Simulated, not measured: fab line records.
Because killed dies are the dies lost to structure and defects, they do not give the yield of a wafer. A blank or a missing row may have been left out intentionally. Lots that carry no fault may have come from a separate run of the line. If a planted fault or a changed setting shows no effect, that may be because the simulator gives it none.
Which tool was responsible?	flow sky130	12 lots, 36 wafers sampled, at 5 steps of a route of 708

WHAT THE GAUGES READ, wafer by wafer
SKY_LOCAL_INTERCONNECT_OVL_MEAS_12.
lot	measured	on	LOCAL_INTERCONNECT_OVL (nm)
L704	day 30 13:21	overlay-02	4 -3 -4
L705	day 30 21:34	overlay-02	-3 2 0
L706	day 31 11:29	overlay-01	7 9 4
L709	day 32 22:17	overlay-02	3 4 11
L713	day 33 19:57	overlay-01	-2 -2 -5
L715	day 34 10:05	overlay-01	0 3 1
L716	day 35 04:17	overlay-02	-2 0 0
L720	day 35 22:47	overlay-01	0 -15 -4
L721	day 36 10:23	overlay-02	0 -1 -7
L724	day 37 13:32	overlay-01	11 9 8
L726	day 38 06:19	overlay-01	3 -5 0
L725	day 38 06:53	overlay-02	-5 -7 -8

SKY_CONTACT_THK_MEAS_01.
lot	measured	on	CONTACT_CVD_00_THK (nm)
L704	day 30 14:08	film-metro-02	73.1 74.4 74.1
L705	day 30 22:20	film-metro-02	74.3 73.9 78.4
L706	day 31 12:15	film-metro-02	73.4 73.0 74.4
L709	day 32 23:04	film-metro-03	75.9 73.1 77.0
L713	day 33 20:46	film-metro-01	72.1 74.9 77.0
L715	day 34 10:52	film-metro-01	73.4 76.0 75.4
L716	day 35 05:04	film-metro-03	72.2 76.1 73.8
L720	day 35 23:34	film-metro-03	74.1 75.9 73.4
L721	day 36 11:10	film-metro-03	76.0 73.1 74.1
L724	day 37 14:19	film-metro-02	74.9 73.7 76.0
L726	day 38 07:06	film-metro-01	74.9 75.1 75.7
L725	day 38 07:40	film-metro-03	75.2 75.9 75.8

WHICH TOOL RAN EACH LOT (tool, then ch and the chambers of the sampled wafers, then the start)
lot	SKY_LI_CONTACT_ETCH_14	SKY_LOCAL_INTERCONNECT_COAT_06	SKY_LOCAL_INTERCONNECT_STRIP_15
L704	rie-diel-04 ch 0,1,2, day 29 07:05	litho-track-02 ch 0, day 29 23:00	plasma-asher-01 ch 0,1, day 30 13:29
L705	rie-diel-01 ch 0,1,2, day 29 16:05	litho-track-02 ch 0, day 30 07:00	plasma-asher-01 ch 0,1, day 30 21:42
L706	rie-diel-01 ch 1,2, day 30 05:23	litho-track-03 ch 0, day 30 20:00	plasma-asher-01 ch 0,1, day 31 11:37
L709	rie-diel-01 ch 0,2,3, day 31 16:49	litho-track-02 ch 0, day 32 07:00	plasma-asher-01 ch 0,1, day 32 22:26
L713	rie-diel-01 ch 2,3, day 32 16:29	litho-track-02 ch 0, day 33 06:00	plasma-asher-02 ch 1, day 33 20:06
L715	rie-diel-01 ch 0,1, day 33 06:56	litho-track-02 ch 0, day 33 21:00	plasma-asher-04 ch 0,1, day 34 10:14
L716	rie-diel-02 ch 0,2,3, day 34 00:14	litho-track-02 ch 0, day 34 14:00	plasma-asher-04 ch 0,1, day 35 04:26
L720	rie-diel-04 ch 1,2,3, day 34 18:53	litho-track-04 ch 0, day 35 09:00	plasma-asher-02 ch 0,1, day 35 22:56
L721	rie-diel-01 ch 2,3, day 35 06:41	litho-track-04 ch 0, day 35 20:00	plasma-asher-02 ch 0,1, day 36 10:32
L724	rie-diel-04 ch 0,1,2, day 36 09:23	litho-track-02 ch 0, day 36 23:00	plasma-asher-02 ch 0,1, day 37 13:41
L726	rie-diel-02 ch 0,2, day 37 02:47	litho-track-02 ch 0, day 37 16:00	plasma-asher-01 ch 0,1, day 38 06:29
L725	rie-diel-01 ch 0,1, day 37 03:08	litho-track-02 ch 0, day 37 17:00	plasma-asher-01 ch 0,1, day 38 07:02
- SKY_LI_CONTACT_ETCH_14: etches BARC in N2/H2, stops on SiO2, time 45.9 s, target depth 60 nm.
- SKY_LOCAL_INTERCONNECT_COAT_06: resist thk 450 nm.
- SKY_LOCAL_INTERCONNECT_STRIP_15: strips in O2/N2.

WHAT THE TOOLS THEMSELVES READ (means of the sampled wafers that have a number; where no wafer has one, the mark that the record gives instead)
SKY_LI_CONTACT_ETCH_14.
lot	tool	drypump-motor-current-A (A)	oes-product-au (a.u.)	throttle-valve-pct (%)
L704	rie-diel-04	5.7	0.856	13.225
L705	rie-diel-01	6.3	0.850	13.223
L706	rie-diel-01	6.3	0.853	13.220
L709	rie-diel-01	6.2	0.852	13.215
L713	rie-diel-01	5.8	0.854	13.223
L715	rie-diel-01	6.2	0.857	13.223
L716	rie-diel-02	5.6	0.857	13.230
L720	rie-diel-04	5.9	0.854	13.231
L721	rie-diel-01	5.8	0.855	13.220
L724	rie-diel-04	5.7	0.857	13.222
L726	rie-diel-02	5.2	0.854	13.223
L725	rie-diel-01	5.9	0.858	13.221

SKY_LOCAL_INTERCONNECT_COAT_06.
lot	tool	spin-speed-rpm (rpm)
L704	litho-track-02	2999.5
L705	litho-track-02	2999.1
L706	litho-track-03	3000.0
L709	litho-track-02	3000.6
L713	litho-track-02	3125.1
L715	litho-track-02	3125.0
L716	litho-track-02	3127.5
L720	litho-track-04	3002.5
L721	litho-track-04	2999.1
L724	litho-track-02	2999.8
L726	litho-track-02	2999.2
L725	litho-track-02	2999.6

SKY_LOCAL_INTERCONNECT_STRIP_15.
lot	tool	drypump-motor-current-A (A)	oes-product-au (a.u.)	strip-time-to-endpoint-s (s)
L704	plasma-asher-01	5.2	0.431	4.755
L705	plasma-asher-01	5.2	0.430	4.781
L706	plasma-asher-01	5.2	0.430	4.763
L709	plasma-asher-01	5.2	0.425	4.719
L713	plasma-asher-02	5.4	0.425	4.644
L715	plasma-asher-04	6.0	0.423	4.632
L716	plasma-asher-04	6.0	0.425	4.659
L720	plasma-asher-02	5.7	0.424	4.703
L721	plasma-asher-02	5.6	0.426	4.738
L724	plasma-asher-02	5.6	0.432	4.789
L726	plasma-asher-01	5.2	0.428	4.745
L725	plasma-asher-01	5.2	0.437	4.767

THE ANSWER, worked out from the rows above alone
Rule: what is usual is taken from the lots themselves. The widest of any qualifying gaps counts: lots, ordered by their means at a reading, are off when they make up no more than a third of the lots, leave a main group of 4 or more, and stand apart from it by 3 or more times the standard deviation of that group's means. A main group is skipped when, at the precision printed for the reading in the tables above, its means are all equal. Also off: a lot with no number at a reading for which 4 or more lots have one. The other lots that the step has rows for count as sound. After the gauges, taken in route order, come the tools' own readings; for these a lot's mean is taken, as printed above. The first step at which some lot is off is used, and at that step the reading that is off furthest; a lot without a number counts as furthest.
Off at SKY_LOCAL_INTERCONNECT_COAT_06 (spin-speed-rpm): L713, L715, L716. Mean 2999.9 rpm and standard deviation 1 in the main group.
A tool fits if, at that step or a process step before it, it ran every lot that is off, and no sound lot after the first of them. Of those tried, none fits.

WHAT THE SIMULATOR PUT IN
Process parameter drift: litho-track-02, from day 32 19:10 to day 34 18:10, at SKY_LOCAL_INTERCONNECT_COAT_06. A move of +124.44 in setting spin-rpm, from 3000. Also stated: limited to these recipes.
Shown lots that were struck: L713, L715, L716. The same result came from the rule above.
